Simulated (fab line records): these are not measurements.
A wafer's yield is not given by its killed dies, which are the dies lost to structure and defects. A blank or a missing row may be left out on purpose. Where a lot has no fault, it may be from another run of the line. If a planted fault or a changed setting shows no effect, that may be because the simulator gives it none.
A struck lot beside a sound one | flow sky130 | 43 steps out of a route of 708
Sound: these wafers, L637.1, L637.4, L637.5. Struck: wafer L649.6. (L649.2, L649.5 of the same lot were not struck and are left out.) The cause comes at the end.
At each step with rows: each side's tool, then ch and its chambers, then its first start. Under that, the readings that differ: sound wafers | struck wafers | difference of the means | sigmas: that difference in standard deviations of wafers without a fault.
alike: a reading whose means differ by less than 2 such deviations, as well as words and numbers matching on both sides. not compared: withheld readings; readings where some wafer has no value; bounds like >300 that might hide an equal value; numbers whose values overlap and for which the record gives no deviation.
Wherever a step has rows on one side only, a row that says differs or no value, or a row with sigmas, the two part there. Numbers that have no deviation but don't overlap get no sigmas and don't part them. Lack of a reading on every wafer of one side parts them only where that side has two or more wafers.

first, 4 steps without rows for these wafers: SKY_LOCAL_INTERCONNECT_SOFTBAKE_07 (time 90 s); SKY_LOCAL_INTERCONNECT_EXPOSE_08 (exposes mask LI1M, target cd 170 nm); SKY_LOCAL_INTERCONNECT_PEB_09; SKY_LOCAL_INTERCONNECT_DEVELOP_10 (develop time 60 s).
SKY_LOCAL_INTERCONNECT_CD_MEAS_11: target cd 170 nm.
  sound on cdSem-01 at day 30 18:31; struck on cdSem-02 at day 35 04:09
  alike: cdNm
SKY_LOCAL_INTERCONNECT_OVL_MEAS_12:
  sound on overlay-01 at day 30 18:38; struck on overlay-01 at day 35 04:16
  alike: LOCAL_INTERCONNECT_OVL
SKY_LOCAL_INTERCONNECT_ETCH_13: etches BARC in N2/H2, stops on SiO2, time 45.9 s, target depth 60 nm.
  sound on rieMetal-04 ch 0,1, day 30 18:40; struck on rieMetal-01 ch 1, day 35 04:17
reading                  | sound             | struck | difference | sigmas
drypumpMotorCurrentA (A) | 5.9 5.9 5.3       | 4.7    | -1.0       | -2
rfFwdPowerW (W)          | 496.5 497.2 496.4 | 488.9  | -7.8       | -3
  alike: oesProductAu, throttleValvePct
  not compared: rfHoursCounterH
then, 5 steps without rows for these wafers: SKY_LOCAL_INTERCONNECT_METAL_ETCH_14 (etches TiN in Cl2/BCl3, stops on PSG, target depth 110 nm, time 31.4 s); SKY_LOCAL_INTERCONNECT_STRIP_15 (strips in O2/N2); SKY_LOCAL_INTERCONNECT_STRIP_16 (strips in post etch residue remover, time 1200 s); SKY_LOCAL_INTERCONNECT_CLEAN_17 (cleans in IPA, time 180 s); SKY_LOCAL_INTERCONNECT_CLEAN_18 (cleans in O3/DIW).
SKY_CONTACT_CVD_00: deposits Si3N4, target thk 75 nm.
  sound on pecvd-02 ch 0,1,2, day 30 19:25; struck on pecvd-03 ch 2, day 35 05:05
  alike: heaterPowerW, rfFwdPowerW
SKY_CONTACT_THK_MEAS_01:
  sound on filmMetro-01 at day 30 19:27; struck on filmMetro-04 at day 35 05:08
  alike: CONTACT_CVD_00_THK
then, 1 step without rows for these wafers: SKY_CONTACT_HDPCVD_02 (deposits SiO2, target thk 565 nm, time 94.2 s).
SKY_CONTACT_THK_MEAS_03:
  sound on filmMetro-03 at day 30 19:35; struck on filmMetro-03 at day 35 05:16
reading                 | sound       | struck | difference | sigmas
CONTACT_HDPCVD_THK (nm) | 577 564 571 | 554    | -17        | -3
then, 1 step without rows for these wafers: SKY_CONTACT_CMP_04 (polishes SiO2).
SKY_CONTACT_BOW_MEAS_05:
  sound on filmMetro-04 at day 30 19:58; struck on filmMetro-03 at day 35 05:38
  alike: CONTACT_BOW
then, 8 steps without rows for these wafers: SKY_CONTACT_DEHYDRATE_06 (time 60 s); SKY_CONTACT_HMDS_07 (prime time 60 s); SKY_CONTACT_COAT_08 (resist thk 60 nm); SKY_CONTACT_COAT_09 (resist thk 450 nm); SKY_CONTACT_SOFTBAKE_10 (time 90 s); SKY_CONTACT_EXPOSE_11 (exposes mask CTM1, target cd 170 nm); SKY_CONTACT_PEB_12; SKY_CONTACT_DEVELOP_13 (develop time 60 s).
SKY_CONTACT_CD_MEAS_14: target cd 170 nm.
  sound on cdSem-01 at day 31 23:02; struck on cdSem-02 at day 36 07:38
  alike: cdNm
SKY_CONTACT_OVL_MEAS_15:
  sound on overlay-01 at day 31 23:10; struck on overlay-01 at day 36 07:44
  alike: CONTACT_OVL
SKY_CONTACT_ETCH_16: etches BARC in N2/H2, stops on SiO2, time 45.9 s, target depth 60 nm.
  sound on rieDiel-04 ch 0,2,3, day 31 23:12; struck on rieDiel-03 ch 3, day 36 07:46
  alike: drypumpMotorCurrentA, oesProductAu, rfFwdPowerW, throttleValvePct
  not compared: rfHoursCounterH
then, 1 step without rows for these wafers: SKY_CONTACT_ETCH_17 (etches SiO2 in C4F8/O2/Ar, stops on Si3N4, target depth 340 nm).
SKY_CONTACT_ETCH_18: etches Si3N4 in CHF3/O2, stops on TiN, time 39 s, target depth 75 nm.
  sound: rieDiel-04 ch 0,2,3; struck: rieDiel-03 ch 3
reading             | sound             | struck | difference | sigmas
chf3FlowSccm (sccm) | 50.45 50.15 50.18 | 49.83  | -0.43      | -3
  alike: drypumpMotorCurrentA, oesProductAu, rfFwdPowerW, throttleValvePct
  not compared: rfHoursCounterH
then, 6 steps without rows for these wafers: SKY_CONTACT_STRIP_19 (strips in O2/N2); SKY_CONTACT_STRIP_20 (strips in post etch residue remover, time 1200 s); SKY_CONTACT_CLEAN_21 (cleans in IPA, time 180 s); SKY_CONTACT_CLEAN_22 (cleans in O3/DIW); SKY_CONTACT_SPUTTER_23 (material TiN, target thk 20 nm, time 80 s); SKY_CONTACT_CVD_24 (deposits W, target thk 340 nm, time 102.12 s).
SKY_CONTACT_RS_MEAS_25: measurement is done with a four-point probe.
  sound on filmMetro-04 at day 32 00:06; struck on filmMetro-03 at day 36 08:41
  alike: CONTACT_W_RS
SKY_CONTACT_THK_MEAS_26: measures by xrf.
  sound on filmMetro-04 at day 32 00:13; struck on filmMetro-03 at day 36 08:47
  alike: CONTACT_W_THK
then, 1 step without rows for these wafers: SKY_CONTACT_CMP_27 (polishes, stops on SiO2, t overpolish 15 s, target thk 0 nm).
SKY_METAL1_SPUTTER_00: material Ti, target thk 15 nm, time 10 s.
  sound on pvdSputter-04 at day 32 00:35; struck on pvdSputter-04 at day 36 09:08
  alike: throttleValvePct
SKY_METAL1_SPUTTER_01: material TiN, target thk 20 nm, time 16.7 s.
  sound on pvdSputter-04 at day 32 00:36; struck on pvdSputter-04 at day 36 09:10
  alike: throttleValvePct
-- the record jumps here: 13 days lie between the struck wafers' starts before and after (it left off in module METAL1 and takes up again in module PAD_OPEN, whose first step shown is number 708 of the route) --
SKY_PAD_OPEN_PROBE_99:
  record: rows for the struck wafers here (prober-02, day 49 06:49), none for the sound ones

== WHERE THEY PART ==
Earliest at SKY_LOCAL_INTERCONNECT_ETCH_13; latest, in this record, at SKY_PAD_OPEN_PROBE_99.

WHY: whatever the simulator had introduced
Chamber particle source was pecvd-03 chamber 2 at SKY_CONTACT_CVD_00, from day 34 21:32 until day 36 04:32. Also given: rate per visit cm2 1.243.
